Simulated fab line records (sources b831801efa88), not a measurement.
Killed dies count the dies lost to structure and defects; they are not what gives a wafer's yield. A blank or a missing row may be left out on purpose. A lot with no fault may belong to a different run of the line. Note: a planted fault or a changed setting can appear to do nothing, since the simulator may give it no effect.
Which tool did it? || flow sky130 || 42 wafers from 14 lots sampled at 2 of the route's 708 steps

== WHAT THE GAUGES READ, wafer by wafer ==
SKY_METAL4_CD_MEAS_13: the cd target is 300 nm.
{"lot": "L229", "measured": "day 41 11:06", "on": "cd-sem-02", "cd-nm (nm)": "297.7 299.7 298.7"}
{"lot": "L230", "measured": "day 41 15:40", "on": "cd-sem-02", "cd-nm (nm)": "298.7 298.2 298.6"}
{"lot": "L231", "measured": "day 42 00:24", "on": "cd-sem-02", "cd-nm (nm)": "299.2 298.0 299.7"}
{"lot": "L232", "measured": "day 42 13:49", "on": "cd-sem-02", "cd-nm (nm)": "299.2 299.9 299.6"}
{"lot": "L234", "measured": "day 43 01:03", "on": "cd-sem-02", "cd-nm (nm)": "300.8 298.7 297.8"}
{"lot": "L235", "measured": "day 43 10:11", "on": "cd-sem-02", "cd-nm (nm)": "301.2 299.8 302.3"}
{"lot": "L237", "measured": "day 43 23:15", "on": "cd-sem-01", "cd-nm (nm)": "297.6 299.1 298.3"}
{"lot": "L238", "measured": "day 44 04:16", "on": "cd-sem-01", "cd-nm (nm)": "296.8 298.2 297.9"}
{"lot": "L239", "measured": "day 44 12:57", "on": "cd-sem-02", "cd-nm (nm)": "217.5 298.4 215.8"}
{"lot": "L240", "measured": "day 44 19:43", "on": "cd-sem-02", "cd-nm (nm)": "301.9 300.5 222.0"}
{"lot": "L241", "measured": "day 45 02:40", "on": "cd-sem-02", "cd-nm (nm)": "221.0 298.6 298.2"}
{"lot": "L250", "measured": "day 47 08:00", "on": "cd-sem-02", "cd-nm (nm)": "300.1 300.7 299.8"}
{"lot": "L251", "measured": "day 47 16:31", "on": "cd-sem-02", "cd-nm (nm)": "300.3 300.7 301.3"}
{"lot": "L252", "measured": "day 47 19:13", "on": "cd-sem-02", "cd-nm (nm)": "300.1 299.9 299.2"}

== WHICH TOOL RAN EACH LOT (tool, then ch and the chambers of the sampled wafers, then the start) ==
{"lot": "L229", "SKY_METAL4_EXPOSE_10": "krf-scanner-02 ch 0, day 40 23:36"}
{"lot": "L230", "SKY_METAL4_EXPOSE_10": "krf-scanner-02 ch 0, day 41 04:01"}
{"lot": "L231", "SKY_METAL4_EXPOSE_10": "krf-scanner-01 ch 0, day 41 12:40"}
{"lot": "L232", "SKY_METAL4_EXPOSE_10": "krf-scanner-01 ch 0, day 42 02:07"}
{"lot": "L234", "SKY_METAL4_EXPOSE_10": "krf-scanner-01 ch 0, day 42 13:18"}
{"lot": "L235", "SKY_METAL4_EXPOSE_10": "krf-scanner-01 ch 0, day 42 23:26"}
{"lot": "L237", "SKY_METAL4_EXPOSE_10": "krf-scanner-01 ch 0, day 43 12:08"}
{"lot": "L238", "SKY_METAL4_EXPOSE_10": "krf-scanner-01 ch 0, day 43 17:25"}
{"lot": "L239", "SKY_METAL4_EXPOSE_10": "krf-scanner-01 ch 0, day 44 02:14"}
{"lot": "L240", "SKY_METAL4_EXPOSE_10": "krf-scanner-01 ch 0, day 44 08:31"}
{"lot": "L241", "SKY_METAL4_EXPOSE_10": "krf-scanner-01 ch 0, day 44 16:08"}
{"lot": "L250", "SKY_METAL4_EXPOSE_10": "krf-scanner-02 ch 0, day 46 22:27"}
{"lot": "L251", "SKY_METAL4_EXPOSE_10": "krf-scanner-02 ch 0, day 47 07:01"}
{"lot": "L252", "SKY_METAL4_EXPOSE_10": "krf-scanner-02 ch 0, day 47 09:34"}
- SKY_METAL4_EXPOSE_10: exposes mask MM4, target cd 300 nm.

== WHAT THE TOOLS THEMSELVES READ (means of the sampled wafers that have a number; where no wafer has one, the mark that the record gives instead) ==
SKY_METAL4_EXPOSE_10.
{"lot": "L229", "tool": "krf-scanner-02", "exposure-dose-mJ-cm2": 28.18, "reticle-temp-C (C)": 22.90}
{"lot": "L230", "tool": "krf-scanner-02", "exposure-dose-mJ-cm2": 28.20, "reticle-temp-C (C)": 23.01}
{"lot": "L231", "tool": "krf-scanner-01", "exposure-dose-mJ-cm2": 27.98, "reticle-temp-C (C)": 23.00}
{"lot": "L232", "tool": "krf-scanner-01", "exposure-dose-mJ-cm2": 27.94, "reticle-temp-C (C)": 22.94}
{"lot": "L234", "tool": "krf-scanner-01", "exposure-dose-mJ-cm2": 27.94, "reticle-temp-C (C)": 22.93}
{"lot": "L235", "tool": "krf-scanner-01", "exposure-dose-mJ-cm2": 27.94, "reticle-temp-C (C)": 23.01}
{"lot": "L237", "tool": "krf-scanner-01", "exposure-dose-mJ-cm2": 27.97, "reticle-temp-C (C)": 23.01}
{"lot": "L238", "tool": "krf-scanner-01", "exposure-dose-mJ-cm2": 27.91, "reticle-temp-C (C)": 22.90}
{"lot": "L239", "tool": "krf-scanner-01", "exposure-dose-mJ-cm2": 27.96, "reticle-temp-C (C)": 23.03}
{"lot": "L240", "tool": "krf-scanner-01", "exposure-dose-mJ-cm2": 27.99, "reticle-temp-C (C)": 22.95}
{"lot": "L241", "tool": "krf-scanner-01", "exposure-dose-mJ-cm2": 27.98, "reticle-temp-C (C)": 23.14}
{"lot": "L250", "tool": "krf-scanner-02", "exposure-dose-mJ-cm2": 28.16, "reticle-temp-C (C)": 22.94}
{"lot": "L251", "tool": "krf-scanner-02", "exposure-dose-mJ-cm2": 28.20, "reticle-temp-C (C)": 22.80}
{"lot": "L252", "tool": "krf-scanner-02", "exposure-dose-mJ-cm2": 28.16, "reticle-temp-C (C)": 22.96}

== THE ANSWER, worked out from the rows above alone ==
Rule: the usual values come from the lots themselves. The widest of any qualifying gaps counts: lots, ordered by their means at a reading, are off when they make up no more than a third of the lots, leave a main group of 4 or more, and stand apart from it by 3 or more times the standard deviation of that group's means. The tables above print the reading to a certain number of digits; a main group whose means all agree to those digits is not used. A lot without any number at a reading at which 4 lots or more have one is off too. All remaining lots with rows at the step are treated as sound. Order of review: gauges by route order, followed by the tools' own readings, for which a lot's mean as printed above is used. The first step at which some lot is off is used, and at that step the reading that is off furthest; a lot without a number counts as furthest.
Off, at SKY_METAL4_CD_MEAS_13 on cd-nm: L239, L240, L241. The main group has a mean of 299.3 nm with a standard deviation of 1.
If a tool, at a process step before that reading, ran all the lots that are off and no sound lot after the first of them, it fits. The gauges at SKY_METAL4_CD_MEAS_13 are tried like those tools. One fits: SKY_METAL4_EXPOSE_10 on krf-scanner-01. A fault onset in the window from L238 (day 43 17:25, its last sound lot) to L239 (day 44 02:14, its first lot off) fits.

== WHAT THE SIMULATOR HAD INSERTED ==
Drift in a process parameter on krf-scanner-01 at SKY_METAL4_EXPOSE_10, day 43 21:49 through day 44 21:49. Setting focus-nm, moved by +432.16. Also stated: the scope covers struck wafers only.
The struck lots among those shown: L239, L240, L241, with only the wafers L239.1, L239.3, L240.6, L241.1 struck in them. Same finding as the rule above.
